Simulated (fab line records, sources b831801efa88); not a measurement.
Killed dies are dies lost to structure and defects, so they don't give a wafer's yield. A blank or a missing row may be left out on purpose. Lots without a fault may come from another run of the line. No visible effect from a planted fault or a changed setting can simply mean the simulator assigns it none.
What tool caused it? / flow gf180mcu / 7 lots with 21 wafers sampled at 2 steps, on a route of 602 steps

== WHAT EACH GAUGE READ, for each wafer ==
GF_STI_THK_MEAS_22.
lot=L375; measured=day 2 10:02; on=film metro-02; STI_OXIDATION_01_THK (nm)=14.6 14.4 14.9
lot=L378; measured=day 3 03:56; on=film metro-03; STI_OXIDATION_01_THK (nm)=14.3 14.7 14.8
lot=L381; measured=day 3 16:23; on=film metro-01; STI_OXIDATION_01_THK (nm)=15.3 15.1 15.3
lot=L383; measured=day 4 03:10; on=film metro-01; STI_OXIDATION_01_THK (nm)=15.3 15.1 14.9
lot=L391; measured=day 5 18:52; on=film metro-01; STI_OXIDATION_01_THK (nm)=- - -
lot=L394; measured=day 6 13:05; on=film metro-01; STI_OXIDATION_01_THK (nm)=15.5 15.3 15.1
lot=L397; measured=day 7 05:20; on=film metro-02; STI_OXIDATION_01_THK (nm)=14.8 14.7 14.9

== WHAT TOOL EACH LOT RAN ON (gives the tool, then ch and the chambers of the sampled wafers, and finally the start) ==
lot=L375; GF_STI_CVD_03=lpcvd-01 ch 0, day 1 16:37
lot=L378; GF_STI_CVD_03=lpcvd-01 ch 0, day 2 07:34
lot=L381; GF_STI_CVD_03=lpcvd-01 ch 1, day 2 23:09
lot=L383; GF_STI_CVD_03=lpcvd-02 ch 1, day 3 09:14
lot=L391; GF_STI_CVD_03=lpcvd-01 ch 1, day 5 00:37
lot=L394; GF_STI_CVD_03=lpcvd-02 ch 1, day 5 17:08
lot=L397; GF_STI_CVD_03=lpcvd-02 ch 1, day 6 07:10
- GF_STI_CVD_03: deposits Si3N4 from DCS/NH3, target thk 207.16 nm, time 3551 s.

== THE ANSWER, worked out from the rows above alone ==
Rule: the usual values come from the lots themselves. Put in order of their means at a reading, lots are off if they are a third of the lots or fewer, leave a main group of 4 or more, and stand apart from it by a gap of 3 or more times the standard deviation of the main group's means; of several such gaps the widest counts. If all means in a main group match to the digits the tables above print for the reading, that group is not used. A lot without any number at a reading at which 4 lots or more have one is off too. All remaining lots with rows at the step are treated as sound.
Off: at GF_STI_THK_MEAS_22 (STI_OXIDATION_01_THK), L391. Without a number there: L391. The main group has a mean of 14.9 nm with a standard deviation of 0.28.
If a tool, at a process step before that reading, ran all the lots that are off and no sound lot after the first of them, it fits. The gauges at GF_STI_THK_MEAS_22 are tried like those tools. One fits: GF_STI_CVD_03 on lpcvd-01. Its last sound lot is L381 (day 2 23:09), its first lot that is off L391 (day 5 00:37): a fault that began between those two fits.

== WHAT THE SIMULATOR HAD INSERTED ==
Whole step skipped at GF_STI_CVD_03 on lpcvd-01, starting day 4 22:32. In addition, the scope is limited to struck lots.
Lots struck among those shown: L391. The rule above reached the same finding.
